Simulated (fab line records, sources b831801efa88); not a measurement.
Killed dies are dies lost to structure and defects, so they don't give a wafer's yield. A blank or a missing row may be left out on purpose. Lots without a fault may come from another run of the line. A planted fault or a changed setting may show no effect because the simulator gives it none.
A struck lot beside a sound one | flow gf180mcu | 30 steps out of a route of 602
Sound: wafers L622.3, L622.4, L622.5. Struck: wafers L630.1, L630.5. The cause comes at the end.
At each step with rows: each side's tool, then ch and its chambers, then its first start. Under that, the readings that differ: sound wafers | struck wafers | difference of the means | sigmas: that difference in standard deviations of wafers without a fault.
alike: readings whose means differ by less than 2 such deviations, and words and numbers that are the same on both sides. not compared: withheld readings, readings that some wafer has no value for, bounds like >300 that may hide the same value, and numbers for which the record gives no deviation and whose values overlap.
The two part at a step that has a row with sigmas, a row that says differs or no value, or rows on one side only. Numbers that don't overlap but have no deviation are shown without sigmas and don't part them. A reading that every wafer of one side lacks parts them only if that side has two wafers or more.

first, 3 steps without rows for these wafers: GF_PSD_EXPOSE_04 (exposes mask Pplus, target cd 400 nm); GF_PSD_PEB_05; GF_PSD_DEVELOP_06 (develop time 60 s).
GF_PSD_CD_MEAS_07: target cd 400 nm.
  sound on cd_sem-02, day 15 11:43; struck on cd_sem-02, day 18 00:54
  alike: cd_nm
GF_PSD_OVL_MEAS_08:
  sound on overlay-01, day 15 11:49; struck on overlay-01, day 18 01:01
  alike: PSD_OVL
then, 1 step without rows for these wafers: GF_PSD_IMPLANT_09.
GF_PSD_STRIP_10: strips in O2/N2.
  sound on plasma_asher-02 ch 0,1, day 15 12:01; struck on plasma_asher-03 ch 0,1, day 18 01:12
  alike: drypump_motor_current_A, heater_power_w, oes_product_au, strip_time_to_endpoint_s
  not compared: rf_hours_counter_h
GF_PSD_TW_MEAS_11:
  sound on film_metro-01, day 15 12:07; struck on film_metro-02, day 18 01:18
  alike: PSD_TW
then, 1 step without rows for these wafers: GF_PSD_CLEAN_12 (cleans in SC1/SC2, time 150 s).
GF_PSD_RTA_13: time 20 s.
  sound on rtp_anneal-02 ch 0, day 15 12:13; struck on rtp_anneal-01 ch 0, day 18 01:25
  reading          | sound                | struck        | difference | sigmas
  wafer_temp_C_max | 1029.8 1029.3 1031.6 | 1027.7 1028.3 | -2.2       | -2
  alike: chamber_o2_ppm, lamp_power_pct
GF_PSD_RS_MEAS_14: measures by four-point-probe.
  sound on film_metro-03, day 15 12:19; struck on film_metro-03, day 18 01:35
  alike: NSD_RS
GF_PSD_RS_MEAS_15: measures by four-point-probe.
  sound on film_metro-03, day 15 12:26; struck on film_metro-03, day 18 01:42
  alike: PSD_RS
GF_SAB_CVD_00: deposits SiO2 from TEOS, target thk 50 nm, time 4.9302 s.
  sound on pecvd-04 ch 0,2, day 15 12:31; struck on pecvd-04 ch 1, day 18 01:49
  reading                              | sound            | struck      | difference | sigmas
  model.SiO2_of_SAB_CVD_00.thk_nm (nm) | 49.73 50.7 49.06 | 43.16 43.86 | -6.32      |
  alike: heater_power_w
GF_SAB_THK_MEAS_01:
  sound on film_metro-04, day 15 12:34; struck on film_metro-01, day 18 01:50
  reading             | sound          | struck    | difference | sigmas
  SAB_CVD_00_THK (nm) | 49.7 50.7 49.1 | 43.2 43.8 | -6.3       | -8
then, 7 steps without rows for these wafers: GF_SAB_DEHYDRATE_02 (time 60 s); GF_SAB_HMDS_03 (prime time 60 s); GF_SAB_COAT_04 (resist thk 1000 nm); GF_SAB_SOFTBAKE_05 (time 60 s); GF_SAB_EXPOSE_06 (exposes mask SAB, target cd 420 nm); GF_SAB_PEB_07; GF_SAB_DEVELOP_08 (develop time 60 s).
GF_SAB_CD_MEAS_09: target cd 420 nm.
  sound on cd_sem-02, day 16 10:17; struck on cd_sem-01, day 19 01:21
  reading    | sound             | struck      | difference | sigmas
  cd_nm (nm) | 417.4 416.7 418.0 | 422.7 421.3 | +4.6       | +3
GF_SAB_OVL_MEAS_10:
  sound on overlay-02, day 16 10:23; struck on overlay-02, day 19 01:28
  alike: SAB_OVL
GF_SAB_ETCH_11: etches SiO2 in C4F8/O2/Ar, target depth 55 nm, time 8.5 s.
  sound on rie_diel-01 ch 0,1,3, day 16 10:24; struck on rie_diel-03 ch 1,3, day 19 01:30
  alike: oes_product_au
  not compared: rf_hours_counter_h
then, 1 step without rows for these wafers: GF_SAB_WET_ETCH_12 (etches SiO2 in dHF, target depth 22 nm, time 440 s).
GF_SAB_STRIP_13: strips in O2/N2.
  sound on plasma_asher-03 ch 0,1, day 16 10:37; struck on plasma_asher-02 ch 0,1, day 19 01:40
  alike: drypump_motor_current_A, heater_power_w, oes_product_au, strip_time_to_endpoint_s
  not compared: rf_hours_counter_h
then, 1 step without rows for these wafers: GF_SALICIDE_CLEAN_00 (cleans in SC1/SC2, time 150 s).
GF_SALICIDE_WET_ETCH_01: etches SiO2 in dHF, target depth 5 nm, time 100 s.
  sound on wet_bench-03 ch 2, day 16 10:44; struck on wet_bench-01 ch 2, day 19 01:49
  reading                              | sound             | struck      | difference | sigmas
  model.SiO2_of_SAB_CVD_00.thk_nm (nm) | 38.92 39.91 38.26 | 32.46 33.17 | -6.22      |
GF_SALICIDE_SPUTTER_02: material Co, target thk 10 nm, time 20 s.
  sound on pvd_sputter-02, day 16 10:46; struck on pvd_sputter-02, day 19 01:51
  alike: cathode_dc_power_W, throttle_valve_pct
then, 1 step without rows for these wafers: GF_PASSIVATION_PROBE_99.

WHERE THEY PART
First at GF_PSD_RTA_13; last, within this record, at GF_SAB_CD_MEAS_09. Later steps at which nothing parts them and some readings are alike: GF_SAB_OVL_MEAS_10, GF_SAB_ETCH_11, GF_SAB_STRIP_13, GF_SALICIDE_SPUTTER_02.

WHY: what the simulator had put in
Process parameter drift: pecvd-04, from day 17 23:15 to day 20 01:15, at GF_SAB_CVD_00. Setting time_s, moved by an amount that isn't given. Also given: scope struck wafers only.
